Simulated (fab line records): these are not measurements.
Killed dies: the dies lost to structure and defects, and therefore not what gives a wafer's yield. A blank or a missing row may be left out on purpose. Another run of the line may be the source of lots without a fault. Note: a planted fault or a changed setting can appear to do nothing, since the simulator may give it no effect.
Matching of chambers + flow sky130 + cmp-01 running SKY_CONTACT_CMP_04: 4 sister chambers
The step polishes SiO2. 16 wafers are shown with their chamber, then 8 later ones without.

== WAFERS, EACH WITH ITS CHAMBER ==
| wafer  | chamber | motor_current_A (A) | time_to_endpoint_s (s) |
|--------|---------|---------------------|------------------------|
| L188.1 | 3       | 12.5                | 84                     |
| L188.2 | 2       | 11.4                | 83                     |
| L188.6 | 3       | 13.0                | 82                     |
| L190.1 | 3       | 11.8                | 85                     |
| L190.5 | 1       | 12.3                | 83                     |
| L190.6 | 2       | 11.6                | 87                     |
| L191.1 | 2       | 11.7                | 80                     |
| L191.3 | 3       | 12.5                | 80                     |
| L191.4 | 0       | 13.3                | 75                     |
| L192.3 | 0       | 14.0                | 90                     |
| L192.4 | 2       | 11.2                | 87                     |
| L192.5 | 1       | 12.5                | 87                     |
| L197.2 | 1       | 12.1                | 84                     |
| L197.4 | 0       | 14.4                | 87                     |
| L197.6 | 0       | 13.4                | 87                     |
| L202.5 | 1       | 12.7                | 84                     |

SIGNATURES (averages over the wafers above)
| reading            | chamber 0 | chamber 1 | chamber 2 | chamber 3 | scatter within a chamber |
|--------------------|-----------|-----------|-----------|-----------|--------------------------|
| motor_current_A    | 13.775    | 12.400    | 11.475    | 12.450    | 0.396                    |
| time_to_endpoint_s | 84.75     | 84.50     | 84.25     | 82.75     | 3.99                     |
Rule: a wafer lies at a distance from a chamber equal to the root of the sum of squares, over the readings, of (its reading less the chamber's mean, divided by the reading's scatter). If the next closest chamber is less than 2 further off than the closest, the wafer can't be placed; otherwise it belongs to the closest. The scatter is the square root of a quotient: the sum, over the shown wafers, of each reading's squared deviation from its chamber's mean, divided by wafers minus chambers.

== WAFERS WHOSE CHAMBER IS MISSING ==
| wafer  | motor_current_A (A) | time_to_endpoint_s (s) |
|--------|---------------------|------------------------|
| L204.5 | 11.2                | 87                     |
| L204.6 | 11.7                | 86                     |
| L209.1 | 12.0                | 87                     |
| L209.4 | 12.5                | 92                     |
| L209.5 | 14.2                | 89                     |
| L208.2 | 11.7                | 88                     |
| L208.3 | 12.6                | 92                     |
| L208.4 | 12.7                | 91                     |

== WHICH CHAMBER EACH ONE RAN IN ==
| wafer  | from the rows above               | in truth |
|--------|-----------------------------------|----------|
| L204.5 | 2                                 | 2        |
| L204.6 | can't be placed: 2 or 1 or 3      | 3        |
| L209.1 | can't be placed: 1 or 2 or 3      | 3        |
| L209.4 | can't be placed: 1 or 3 or 2 or 0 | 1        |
| L209.5 | 0                                 | 0        |
| L208.2 | can't be placed: 2 or 1 or 3      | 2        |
| L208.3 | can't be placed: 1 or 3 or 2 or 0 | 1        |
| L208.4 | can't be placed: 1 or 3 or 0 or 2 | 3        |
Placed correctly: 2 of 8. These rows do not allow placing 6 (true chamber among the candidates in 6). Number placed wrongly: 0.
